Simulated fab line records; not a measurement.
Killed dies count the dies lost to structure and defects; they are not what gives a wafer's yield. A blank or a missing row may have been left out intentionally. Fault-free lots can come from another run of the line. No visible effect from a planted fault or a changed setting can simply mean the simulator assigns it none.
Struck lot and sound lot, side by side / flow sky130 / 15 out of 708 route steps
Sound: wafers L895.3, L895.4, L895.5. Wafers L893.2, L893.4, L893.6 were the ones struck. The cause is named last.
For every step that has rows: the tool of each side, followed by ch and its chambers, followed by its first start. Under that, the readings that differ: sound wafers / struck wafers / difference of the means / sigmas: that difference in standard deviations of wafers without a fault.
alike: words and numbers the same on both sides, and readings whose means are apart by under 2 such deviations; not compared: readings that were withheld, readings missing a value for some wafer, numbers with overlapping values and no deviation given by the record, and bounds like >300 which may hide the same value.
Wherever a step has rows on one side only, a row that says differs or no value, or a row with sigmas, the two part there. Non-overlapping numbers with no deviation appear without sigmas and do not part them. A reading missing from all wafers of one side parts the sides only when that side holds two or more wafers.

SKY_SPACER_THK_MEAS_01:
  sound: film_metro-02 at day 29 02:28; struck: film_metro-02 at day 28 10:28
  alike: SPACER_CVD_00_THK
SKY_SPACER_ETCHBACK_02: etches Si3N4 in CH3F/O2, stops on SiO2, time 46.7 s, target depth 45 nm.
  sound on rie_diel-02 ch 0,2, day 29 02:31; struck on rie_diel-04 ch 1,2,3, day 28 10:31
  alike: O2_flow_sccm, drypump_motor_current_A, oes_product_au, throttle_valve_pct
  not compared: rf_hours_counter_h
then, 8 steps without rows for these wafers: SKY_POLY_CUT_DEHYDRATE_00 (time 60 s); SKY_POLY_CUT_HMDS_01 (prime time 60 s); SKY_POLY_CUT_COAT_02 (resist thk 60 nm); SKY_POLY_CUT_COAT_03 (resist thk 450 nm); SKY_POLY_CUT_SOFTBAKE_04 (time 88.54 s); SKY_POLY_CUT_EXPOSE_05 (exposes mask NPCM, target cd 270 nm); SKY_POLY_CUT_PEB_06; SKY_POLY_CUT_DEVELOP_07 (develop time 60 s).
SKY_POLY_CUT_CD_MEAS_08 targets a cd of 270 nm.
  sound: cd_sem-01 at day 30 06:37; struck: cd_sem-01 at day 29 14:45
  alike: cd_nm
SKY_POLY_CUT_OVL_MEAS_09:
  sound: overlay-01 at day 30 06:42; struck: overlay-02 at day 29 14:52
  alike: POLY_CUT_OVL
SKY_POLY_CUT_ETCH_10: etches BARC in N2/H2, stops on SiO2, time 45.9 s, target depth 60 nm.
  sound on rie_diel-04 ch 0,1,2, day 30 06:43; struck on rie_diel-02 ch 0,1,3, day 29 14:53
  no value came back on the struck wafers for any of 5 readings (bias_w (W), chamber_pressure_mTorr (mTorr) and others); on the sound wafers bias_w (W) reads 99.8 100.0 99.3
reading=model.KrF-thick_of_POLY_CUT_COAT_03.thk_nm (nm); sound=406.2 407.8 407.2; struck=439.5 439.5 439.4; difference=+32.4; sigmas=
  not compared: rf_hours_counter_h
SKY_POLY_CUT_ETCH_11: etches Si3N4 in CF4/CH2F2/Ar, stops on poly-Si, time 42.5 s, target depth 60 nm.
  sound on rie_diel-04 ch 0,1,2, day 30 06:46; struck on rie_diel-02 ch 0,1,3, day 29 14:56
reading=oes_product_au (a.u.); sound=0.825 0.825 0.824; struck=0.379 0.366 0.370; difference=-0.453; sigmas=-70
reading=throttle_valve_pct (%); sound=14.994 14.998 14.993; struck=14.949 14.942 14.972; difference=-0.041; sigmas=-5
  alike: bias_w, cf4_flow_sccm, drypump_motor_current_A
  not compared: rf_hours_counter_h
SKY_POLY_CUT_STRIP_12: strips in O2/N2.
  sound on plasma_asher-02 ch 0,1, day 30 06:50; struck on plasma_asher-03 ch 0,1, day 29 14:58
reading=oes_product_au (a.u.); sound=0.451 0.451 0.448; struck=0.460 0.468 0.465; difference=+0.014; sigmas=+3
reading=strip_time_to_endpoint_s (s); sound=5.336 5.375 5.354; struck=5.659 5.663 5.667; difference=+0.308; sigmas=+15
  alike: drypump_motor_current_A
  not compared: rf_hours_counter_h

== WHERE THEY PART ==
Last at SKY_POLY_CUT_STRIP_12 as far as this record goes, first at SKY_POLY_CUT_ETCH_10.

WHY: whatever the simulator had introduced
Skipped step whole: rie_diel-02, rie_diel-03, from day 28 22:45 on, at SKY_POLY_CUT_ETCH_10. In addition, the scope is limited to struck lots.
